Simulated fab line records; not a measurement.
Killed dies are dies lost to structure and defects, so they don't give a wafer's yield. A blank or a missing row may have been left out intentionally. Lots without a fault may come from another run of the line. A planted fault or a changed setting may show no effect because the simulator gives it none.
The tool behind it: which one? | flow gf180mcu | 24 lots with 72 wafers sampled at 5 steps, on a route of 602 steps

## WHAT THE GAUGES READ, wafer by wafer
GF_HV_LDD_OVL_MEAS_47.
lot  | measured     | on         | HV_LDD_03_OVL (nm)
L074 | day 12 10:38 | overlay-02 | 0.0 0.6 -0.3
L075 | day 12 14:47 | overlay-01 | -1.0 -0.5 -0.3
L076 | day 12 19:32 | overlay-01 | -1.5 -0.9 -1.8
L077 | day 13 07:05 | overlay-01 | 0.0 -1.8 0.4
L078 | day 13 12:27 | overlay-02 | 1.5 -0.5 0.7
L079 | day 13 21:48 | overlay-02 | -0.6 -1.6 -1.3
L080 | day 14 10:53 | overlay-01 | -1.0 -2.2 -2.5
L081 | day 14 15:47 | overlay-01 | -0.9 -0.2 -0.4
L082 | day 14 23:00 | overlay-01 | 0.5 1.0 0.3
L083 | day 15 10:26 | overlay-02 | -1.4 1.5 0.1
L084 | day 15 17:50 | overlay-01 | -0.3 -0.5 -0.7
L085 | day 15 18:07 | overlay-01 | 1.2 1.5 -0.1
L086 | day 16 09:14 | overlay-02 | -0.5 0.0 -0.8
L087 | day 16 14:59 | overlay-02 | 1.3 2.8 2.0
L088 | day 17 09:26 | overlay-01 | -1.4 0.6 1.0
L089 | day 17 12:39 | overlay-01 | 1.8 1.4 2.3
L090 | day 17 14:08 | overlay-01 | 1.4 -0.4 -0.5
L091 | day 18 10:59 | overlay-02 | 0.8 1.7 1.2
L092 | day 18 20:53 | overlay-01 | 1.8 -2.2 -0.6
L093 | day 19 10:14 | overlay-01 | -1.1 0.5 -2.4
L094 | day 19 11:02 | overlay-01 | -0.7 -0.1 -1.7
L095 | day 19 16:53 | overlay-02 | -0.5 0.9 -0.5
L096 | day 20 05:50 | overlay-02 | -0.4 -0.4 -0.2
L097 | day 20 09:29 | overlay-01 | -2.1 -0.1 -1.6

GF_V4_THK_MEAS_01.
lot  | measured     | on            | V4_CVD_00_THK (nm)
L074 | day 23 09:32 | film metro-01 | 602 605 611
L075 | day 23 17:21 | film metro-04 | 597 595 599
L076 | day 23 23:32 | film metro-01 | 593 600 592
L077 | day 24 13:22 | film metro-03 | 600 602 607
L078 | day 24 17:50 | film metro-01 | 587 593 594
L079 | day 25 06:54 | film metro-03 | 583 595 585
L080 | day 25 17:53 | film metro-03 | 596 597 603
L081 | day 26 00:58 | film metro-04 | 601 589 594
L082 | day 26 04:13 | film metro-03 | 588 592 596
L083 | day 26 16:20 | film metro-01 | 594 598 600
L084 | day 26 21:28 | film metro-01 | 601 610 592
L085 | day 26 22:52 | film metro-01 | 617 606 604
L086 | day 27 12:41 | film metro-01 | 608 602 612
L087 | day 27 19:01 | film metro-03 | 599 595 592
L088 | day 28 10:57 | film metro-04 | 596 596 602
L089 | day 28 12:12 | film metro-03 | 593 601 601
L090 | day 28 13:36 | film metro-04 | 602 590 600
L091 | day 29 06:50 | film metro-01 | 603 605 595
L092 | day 29 13:27 | film metro-04 | 599 608 601
L093 | day 30 01:24 | film metro-04 | 609 603 603
L094 | day 30 02:29 | film metro-01 | 600 605 597
L095 | day 30 06:17 | film metro-03 | 610 607 617
L096 | day 30 15:45 | film metro-04 | 596 610 598
L097 | day 30 18:14 | film metro-03 | 600 611 604

GF_TOP_METAL_OVL_MEAS_15.
lot  | measured     | on         | TOP_METAL_OVL (nm)
L074 | day 28 01:05 | overlay-02 | 0.7 1.2 0.3
L075 | day 28 07:56 | overlay-02 | 4.4 3.7 1.8
L076 | day 28 14:26 | overlay-01 | -2.3 0.5 0.2
L077 | day 29 00:32 | overlay-02 | 0.7 3.0 2.1
L078 | day 29 05:23 | overlay-01 | -1.3 1.3 0.7
L079 | day 29 16:56 | overlay-01 | 0.2 1.9 0.3
L080 | day 30 02:26 | overlay-01 | -1.0 0.3 1.2
L081 | day 30 09:26 | overlay-02 | 0.9 1.6 -0.1
L082 | day 30 11:47 | overlay-02 | 3.2 1.4 1.3
L083 | day 30 22:05 | overlay-02 | -1.0 -0.5 -0.2
L084 | day 31 02:59 | overlay-02 | -1.2 -3.0 -1.6
L085 | day 31 03:42 | overlay-02 | 1.5 -0.2 0.8
L086 | day 31 14:59 | overlay-02 | -1.7 -0.4 -0.6
L087 | day 31 21:38 | overlay-02 | 1.4 0.2 1.0
L088 | day 32 10:53 | overlay-02 | 0.8 2.2 1.5
L089 | day 32 12:32 | overlay-02 | 0.9 3.2 3.5
L090 | day 32 12:50 | overlay-02 | 1.3 0.2 -0.6
L091 | day 33 04:26 | overlay-01 | 3.3 1.4 1.7
L092 | day 33 10:47 | overlay-02 | 0.3 0.5 0.4
L093 | day 33 18:32 | overlay-01 | -0.4 0.9 1.3
L094 | day 33 20:59 | overlay-01 | 1.3 1.1 -1.2
L095 | day 33 22:47 | overlay-02 | 0.7 0.6 2.2
L096 | day 34 08:35 | overlay-02 | 0.9 2.1 1.5
L097 | day 34 09:47 | overlay-01 | 3.3 0.9 1.4

## WHICH TOOL RAN EACH LOT (tool, then ch and the chambers of the sampled wafers, then the start)
lot  | GF_POLY_GATE_ETCH_12               | GF_M4_SPUTTER_01
L074 | rie diel-03 ch 1,2, day 9 04:28    | pvd sputter-03, day 22 10:07
L075 | rie diel-01 ch 0,1,2, day 9 10:11  | pvd sputter-04, day 22 17:07
L076 | rie diel-03 ch 2,3, day 9 16:52    | pvd sputter-02, day 22 23:52
L077 | rie diel-04 ch 1,2,3, day 10 01:28 | pvd sputter-02, day 23 14:31
L078 | rie diel-03 ch 0,1,3, day 10 06:19 | pvd sputter-04, day 23 18:31
L079 | rie diel-04 ch 2,3, day 10 13:59   | pvd sputter-03, day 24 07:58
L080 | rie diel-01 ch 0,3, day 11 00:59   | pvd sputter-02, day 24 19:01
L081 | rie diel-01 ch 0,3, day 11 04:31   | pvd sputter-03, day 25 02:13
L082 | rie diel-03 ch 1,2,3, day 11 12:50 | pvd sputter-04, day 25 06:55
L083 | rie diel-04 ch 0,1,3, day 11 22:17 | pvd sputter-04, day 25 18:29
L084 | rie diel-03 ch 1,2, day 12 05:16   | pvd sputter-02, day 25 23:26
L085 | rie diel-04 ch 0,2,3, day 12 05:23 | pvd sputter-02, day 26 01:20
L086 | rie diel-01 ch 0,1, day 12 16:20   | pvd sputter-02, day 26 15:37
L087 | rie diel-03 ch 0,3, day 12 22:13   | pvd sputter-03, day 26 22:21
L088 | rie diel-03 ch 1,3, day 13 12:43   | pvd sputter-04, day 27 14:29
L089 | rie diel-04 ch 0,1,3, day 13 15:41 | pvd sputter-03, day 27 16:17
L090 | rie diel-04 ch 0,1,2, day 13 18:32 | pvd sputter-04, day 27 16:31
L091 | rie diel-03 ch 0,2,3, day 14 14:01 | pvd sputter-03, day 28 11:17
L092 | rie diel-04 ch 0,1,2, day 14 23:19 | pvd sputter-04, day 28 17:16
L093 | rie diel-01 ch 2,3, day 15 10:49   | pvd sputter-03, day 29 05:35
L094 | rie diel-03 ch 1,2,3, day 15 12:11 | pvd sputter-03, day 29 06:53
L095 | rie diel-04 ch 1,2,3, day 15 18:10 | pvd sputter-02, day 29 11:12
L096 | rie diel-03 ch 0,3, day 16 05:13   | pvd sputter-03, day 29 20:58
L097 | rie diel-03 ch 0,3, day 16 08:02   | pvd sputter-04, day 29 22:49
- GF_POLY_GATE_ETCH_12: etches BARC in N2/H2.
- GF_M4_SPUTTER_01: material TiN, target thk 30 nm, time 25 s.

## WHAT THE TOOLS THEMSELVES READ (means of the sampled wafers that have a number; where no wafer has one, the mark that the record gives instead)
GF_POLY_GATE_ETCH_12.
lot  | tool        | drypump motor current A (A) | oes product au (a.u.) | throttle valve pct (%)
L074 | rie diel-03 | 6.4                         | 0.733                 | 13.211
L075 | rie diel-01 | 5.8                         | 0.735                 | 13.215
L076 | rie diel-03 | 6.4                         | 0.731                 | 13.220
L077 | rie diel-04 | 5.7                         | 0.732                 | 13.216
L078 | rie diel-03 | 6.1                         | 0.735                 | 13.219
L079 | rie diel-04 | 5.8                         | 0.736                 | 13.210
L080 | rie diel-01 | 6.1                         | 0.731                 | 13.209
L081 | rie diel-01 | 6.1                         | 0.733                 | 13.233
L082 | rie diel-03 | 6.2                         | 0.732                 | 13.216
L083 | rie diel-04 | 6.0                         | 0.733                 | 13.218
L084 | rie diel-03 | 6.1                         | 0.737                 | 13.220
L085 | rie diel-04 | 6.1                         | 0.734                 | 13.221
L086 | rie diel-01 | 5.8                         | 0.735                 | 13.216
L087 | rie diel-03 | 6.2                         | 0.734                 | 13.212
L088 | rie diel-03 | 6.0                         | 0.734                 | 13.209
L089 | rie diel-04 | 6.0                         | 0.738                 | 13.220
L090 | rie diel-04 | 5.9                         | 0.733                 | 13.211
L091 | rie diel-03 | 6.3                         | 0.736                 | 13.213
L092 | rie diel-04 | 5.9                         | 0.736                 | 13.233
L093 | rie diel-01 | 6.1                         | 0.734                 | 13.208
L094 | rie diel-03 | 6.2                         | 0.733                 | 13.228
L095 | rie diel-04 | 5.7                         | 0.733                 | 13.210
L096 | rie diel-03 | 6.2                         | 0.735                 | 13.216
L097 | rie diel-03 | 6.2                         | 0.737                 | 13.218

GF_M4_SPUTTER_01.
lot  | tool           | cathode dc power W (W) | throttle valve pct (%)
L074 | pvd sputter-03 | 6500.3                 | 29.1
L075 | pvd sputter-04 | 6498.4                 | 30.2
L076 | pvd sputter-02 | 6500.2                 | 30.4
L077 | pvd sputter-02 | 6500.9                 | 30.1
L078 | pvd sputter-04 | 6500.2                 | 29.9
L079 | pvd sputter-03 | 6500.6                 | 30.1
L080 | pvd sputter-02 | 6501.0                 | 30.5
L081 | pvd sputter-03 | 6500.1                 | 30.1
L082 | pvd sputter-04 | 6498.8                 | 29.8
L083 | pvd sputter-04 | 6500.8                 | 29.9
L084 | pvd sputter-02 | 6500.5                 | 30.6
L085 | pvd sputter-02 | 6501.1                 | 30.6
L086 | pvd sputter-02 | 6500.4                 | 30.5
L087 | pvd sputter-03 | 6499.7                 | 30.2
L088 | pvd sputter-04 | 6498.7                 | 30.0
L089 | pvd sputter-03 | 6500.1                 | 30.2
L090 | pvd sputter-04 | 6500.6                 | 29.8
L091 | pvd sputter-03 | 6500.2                 | 29.7
L092 | pvd sputter-04 | 6500.8                 | 30.3
L093 | pvd sputter-03 | 6499.3                 | 31.3
L094 | pvd sputter-03 | 6500.9                 | 29.9
L095 | pvd sputter-02 | 6499.3                 | 30.7
L096 | pvd sputter-03 | 6501.1                 | 30.0
L097 | pvd sputter-04 | 6499.5                 | 30.5

## THE ANSWER, worked out from the rows above alone
Rule: usual is defined by the lots themselves. Put in order of their means at a reading, lots are off if they are a third of the lots or fewer, leave a main group of 4 or more, and stand apart from it by a gap of 3 or more times the standard deviation of the main group's means; of several such gaps the widest counts. A main group is skipped when, at the precision printed for the reading in the tables above, its means are all equal. A lot without any number at a reading at which 4 lots or more have one is off too. The other lots that the step has rows for count as sound. First the gauges in route order, then the tools' own readings, where a lot's mean is used as printed above. The first step at which some lot is off is used, and at that step the reading that is off furthest; a lot without a number counts as furthest.
Nothing can be told from this: no lot is off at any reading shown.

## WHAT HAD BEEN PUT IN BY THE SIMULATOR
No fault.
